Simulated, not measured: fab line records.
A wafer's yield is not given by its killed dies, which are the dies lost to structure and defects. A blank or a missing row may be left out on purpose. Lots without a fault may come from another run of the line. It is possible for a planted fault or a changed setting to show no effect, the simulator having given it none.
Comparing a struck lot with a sound one / flow sfq-line / 42 steps out of a route of 325
Sound: these wafers, L774.4, L774.5, L774.6. Struck: wafer L784.1. (L784.2, L784.4 of the same lot were not struck and are left out.) The cause comes at the end.
Each step with rows lists, per side, the tool, then ch with its chambers, then its first start. Under that, the readings that differ: sound wafers / struck wafers / difference of the means / sigmas: that difference in standard deviations of wafers without a fault.
alike: same words and numbers on both sides, and readings whose means sit less than 2 such deviations apart. not compared: any withheld reading, any reading some wafer has no value for, any bound like >300 that may hide the same value, and any number with overlapping values for which the record gives no deviation.
Wherever a step has rows on one side only, a row that says differs or no value, or a row with sigmas, the two part there. When numbers do not overlap yet have no deviation, they are printed without sigmas and do not part them. Lack of a reading on every wafer of one side parts them only where that side has two or more wafers.

first, 6 steps without rows for these wafers: SFQ_TRILAYER_I4_VIA_LITHO_COAT_108 (resist thk 62 nm); SFQ_TRILAYER_I4_VIA_LITHO_COAT_103 (resist thk 650 nm); SFQ_TRILAYER_I4_VIA_LITHO_SOFTBAKE_107; SFQ_TRILAYER_I4_VIA_LITHO_EXPOSE_104 (exposes mask I4, target cd 700 nm); SFQ_TRILAYER_I4_VIA_LITHO_PEB_106 (peb time 60 s); SFQ_TRILAYER_I4_VIA_LITHO_DEVELOP_105 (time 60 s).
SFQ_I4_OVL_MEAS_928:
  struck on overlay-01, day 63 22:52; sound on overlay-02, day 60 14:14
  alike: I4_OVL
SFQ_TRILAYER_I4_VIA_BARC_OPEN_VIA_ETCH_146: etches BARC in O2, target depth 125 nm, time 41.7 s.
  sound on rie-diel-03 ch 0,1,3, day 60 14:15; struck on rie-diel-01 ch 0, day 63 22:54
  alike: drypump-motor-current-A, oes-product-au
  not compared: rf-hours-counter-h
then, 4 steps without rows for these wafers: SFQ_TRILAYER_I4_VIA_ETCH_VIA_ETCH_106 (etches SiO2 in CHF3, stops on Nb, target depth 260 nm); SFQ_TRILAYER_I4_VIA_STRIP_STRIP_107 (strips in O2); SFQ_TRILAYER_I4_VIA_STRIP_SOLV_CLEAN_108 (cleans in NMP, time 600 s); SFQ_TRILAYER_JJ_TRILAYER_DEP_PRE_CLEAN_113 (time 22.5 s).
SFQ_TRILAYER_JJ_TRILAYER_DEP_SPUTTER_109: material Nb, target thk 150 nm, time 100 s.
  struck on pvd-sputter-04, day 63 23:51; sound on pvd-sputter-04, day 60 15:13
reading=cathode-dc-power-W (W); sound=1999.6 1999.4 2000.1; struck=2337.7; difference=+338.0; sigmas=+99 or more
reading=model.Nb_of_TRILAYER_JJ_TRILAYER_DEP_SPUTTER_109.thk-nm (nm); sound=150 148.9 150.4; struck=175.3; difference=+25.5; sigmas=
  alike: chamber-pressure-pa, throttle-valve-pct
then, 3 steps without rows for these wafers: SFQ_TRILAYER_JJ_TRILAYER_DEP_SPUTTER_110 (material Al, target thk 8 nm, time 10 s); SFQ_TRILAYER_JJ_TRILAYER_DEP_AL_OXIDATION_111 (oxidation time 600 s); SFQ_TRILAYER_JJ_TRILAYER_DEP_SPUTTER_112 (material Nb, target thk 170 nm, time 113.3 s).
SFQ_JJ_RS_MEAS_929: a four-point-probe measurement.
  struck on film-metro-02, day 64 01:02; sound on film-metro-04, day 60 16:26
  alike: JJ_NB_RS
then, 6 steps without rows for these wafers: SFQ_TRILAYER_JJ_CE_LITHO_COAT_119 (resist thk 62 nm); SFQ_TRILAYER_JJ_CE_LITHO_COAT_114 (resist thk 600 nm); SFQ_TRILAYER_JJ_CE_LITHO_SOFTBAKE_118; SFQ_TRILAYER_JJ_CE_LITHO_EXPOSE_115 (exposes mask J5, target cd 700 nm); SFQ_TRILAYER_JJ_CE_LITHO_PEB_117 (peb time 60 s); SFQ_TRILAYER_JJ_CE_LITHO_DEVELOP_116 (time 60 s).
-- the record jumps here: 2 days lie between the struck wafers' starts before and after --
SFQ_JJ_OVL_MEAS_931:
  struck on overlay-02, day 66 10:34; sound on overlay-02, day 65 22:35
  alike: J5_OVL
after that, 1 step had no rows for these wafers: SFQ_TRILAYER_JJ_CE_METRO_MEASURE_117.
SFQ_TRILAYER_JJ_CE_BARC_OPEN_RIE_150: chemistry O2, target BARC, target depth 240 nm, time 80 s.
  sound on rie-metal-02 ch 0,1, day 65 23:50; struck on rie-metal-01 ch 1, day 66 11:53
reading=rf-hours-counter-h (h); sound=- - -; struck=44; difference=no value on the sound wafers; sigmas=
  alike: drypump-motor-current-A, oes-product-au
SFQ_TRILAYER_JJ_CE_ETCH_RIE_118: chemistry SF6, target Nb, stops on Al2O3, time 97.7 s, target depth 170 nm.
  sound on rie-metal-02 ch 0,1, day 65 23:55; struck on rie-metal-01 ch 1, day 66 11:59
reading=rf-hours-counter-h (h); sound=- - -; struck=44; difference=no value on the sound wafers; sigmas=
  alike: drypump-motor-current-A, oes-product-au
then, 9 steps without rows for these wafers: SFQ_TRILAYER_JJ_ANODIZE_ANODIZE_119; SFQ_TRILAYER_JJ_CE_STRIP_STRIP_120 (strips in O2); SFQ_TRILAYER_JJ_CE_STRIP_SOLV_CLEAN_121 (cleans in NMP, time 600 s); SFQ_TRILAYER_M5_LITHO_COAT_128 (resist thk 62 nm); SFQ_TRILAYER_M5_LITHO_COAT_123 (resist thk 600 nm); SFQ_TRILAYER_M5_LITHO_SOFTBAKE_127; SFQ_TRILAYER_M5_LITHO_EXPOSE_124 (exposes mask M5, target cd 700 nm); SFQ_TRILAYER_M5_LITHO_PEB_126 (peb time 60 s); SFQ_TRILAYER_M5_LITHO_DEVELOP_125 (time 60 s).
-- the record jumps here: 4 days lie between the struck wafers' starts before and after --
SFQ_M5_OVL_MEAS_932:
  struck on overlay-01, day 70 21:48; sound on overlay-01, day 70 01:25
  alike: M5_OVL
SFQ_TRILAYER_M5_BARC_OPEN_METAL_ETCH_161: etches BARC in O2, target depth 125 nm, time 41.7 s.
  sound on rie-metal-01 ch 0,1, day 70 01:28; struck on rie-metal-03 ch 0, day 70 21:50
reading=rf-hours-counter-h (h); sound=- - -; struck=17; difference=no value on the sound wafers; sigmas=
  alike: drypump-motor-current-A, oes-product-au
SFQ_TRILAYER_M5_ETCH_METAL_ETCH_126: etches Nb in Cl2/BCl3, stops on SiO2, time 203.2 s, target depth 265 nm.
  sound on rie-metal-01 ch 0,1, day 70 01:34; struck on rie-metal-03 ch 0, day 70 21:54
reading=oes-product-au (a.u.); sound=0.732 0.729 0.739; struck=0.793; difference=+0.060; sigmas=+11
reading=rf-hours-counter-h (h); sound=- - -; struck=17; difference=no value on the sound wafers; sigmas=
reading=model.M5.feature-depth-nm (nm); sound=162.3 161.3 162.6; struck=187.5; difference=+25.4; sigmas=
reading=model.etch.depth-nm (nm); sound=150 148.9 150.4; struck=175.3; difference=+25.5; sigmas=
  alike: drypump-motor-current-A
SFQ_TRILAYER_M5_STRIP_STRIP_127: strips in O2.
  sound on rie-metal-01 ch 0,1, day 70 01:53; struck on rie-metal-03 ch 0, day 70 22:05
reading=rf-hours-counter-h (h); sound=- - -; struck=17; difference=no value on the sound wafers; sigmas=
  alike: drypump-motor-current-A, oes-product-au
then, 1 step without rows for these wafers: SFQ_TRILAYER_M5_STRIP_SOLV_CLEAN_128 (cleans in NMP, time 600 s).
-- the record jumps here: 15 days lie between the struck wafers' starts before and after --
SFQ_M8_BOW_MEAS_951:
  struck on film-metro-04, day 85 21:59; sound on film-metro-04, day 83 20:52
reading=model.etest.m5.ohm-um; sound=1.7 1.716 1.698; struck=1.451; difference=-0.254; sigmas=
reading=model.etest.i4.link-ohm; sound=2.181 2.185 2.171; struck=2.001; difference=-0.178; sigmas=
reading=model.etest.i5.link-ohm; sound=2.259 2.279 2.268; struck=2.095; difference=-0.174; sigmas=
reading=model.etest.m5.ohm-sq; sound=1.188 1.197 1.185; struck=1.017; difference=-0.173; sigmas=
  alike: M8_BOW

== WHERE THEY PART ==
At SFQ_TRILAYER_JJ_TRILAYER_DEP_SPUTTER_109 first; at SFQ_TRILAYER_M5_STRIP_STRIP_127 last (within this record only). Later steps at which nothing parts them and some readings are alike: SFQ_M8_BOW_MEAS_951.

WHY: the cause the simulator had injected
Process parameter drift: pvd-sputter-04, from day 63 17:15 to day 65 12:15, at SFQ_TRILAYER_JJ_TRILAYER_DEP_SPUTTER_109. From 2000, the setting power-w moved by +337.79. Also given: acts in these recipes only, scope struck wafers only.
